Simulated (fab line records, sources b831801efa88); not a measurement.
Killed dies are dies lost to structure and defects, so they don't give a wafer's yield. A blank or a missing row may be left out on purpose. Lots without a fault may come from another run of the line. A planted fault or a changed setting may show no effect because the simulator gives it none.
One fault seen from 2 desks | flow sfq_line | each desk has only its own numbers; what lay behind them comes last

THE METROLOGY DESK
What the gauges read, lot by lot, whatever tool the lot ran on: means of the sampled wafers that have a number. A lot is out of limits, marked OUT, if its mean lies more than 4 standard deviations from the usual mean; the brackets give that distance.
Columns: A = I3_BOW at SFQ_I3_BOW_MEAS_922, usual 0 um; B = I3_OVL at SFQ_I3_OVL_MEAS_923, usual 1 nm
lot  | first seen here | A   | B
L277 | day 39 07:32    | -5  | 2
L279 | day 40 06:12    | 6   | 3
L282 | day 47 15:30    | 9   | 2
L288 | day 48 07:13    | -11 | -0
L290 | day 48 11:59    | 7   | -3
This desk's finding: nothing out of limits on any of the 5 lots.

THE TOOL OWNER'S DESK: rie_diel-04
The tool's own readings at SFQ_TRILAYER_I3_VIA_BARC_OPEN_VIA_ETCH_121 (etches BARC in O2, target depth 125 nm, time 41.7 s): means of the sampled wafers that have a number, for each lot that ran on this tool. A lot is out of limits, marked OUT, if its mean lies more than 4 standard deviations from the usual mean; the brackets give that distance.
Columns: A = bias_w at SFQ_TRILAYER_I3_VIA_BARC_OPEN_VIA_ETCH_121, usual 80.01 W; B = drypump_motor_current_A at SFQ_TRILAYER_I3_VIA_BARC_OPEN_VIA_ETCH_121, usual 5.9 A; C = oes_product_au at SFQ_TRILAYER_I3_VIA_BARC_OPEN_VIA_ETCH_121, usual 0.686 a.u.
lot  | first seen here | A               | B   | C
L279 | day 40 10:57    | 80.05           | 5.8 | 0.685
L290 | day 49 08:27    | 74.35 (-24) OUT | 5.9 | 0.683
This desk's finding: out of limits on L290; first on L290, day 49 08:27 (bias_w at SFQ_TRILAYER_I3_VIA_BARC_OPEN_VIA_ETCH_121). In limits: L279.

PUT TOGETHER
The tool owner's desk could have raised an alarm at day 49 08:27, on L290.
The metrology desk saw nothing out of limits.
The metrology desk has L290 on record, within its limits.
Of the lots named, all ran SFQ_TRILAYER_I3_VIA_BARC_OPEN_VIA_ETCH_121 on rie_diel-04.

WHAT THE SIMULATOR HAD PUT IN
Process parameter drift: rie_diel-04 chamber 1, from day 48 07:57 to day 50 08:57, at SFQ_TRILAYER_I3_VIA_BARC_OPEN_VIA_ETCH_121. Setting bias_w, moved by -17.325, from 80. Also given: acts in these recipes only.
Lots struck among those shown: L290.
Hours from the fault's start to each desk's first reading out of limits: the tool owner's desk, 24.
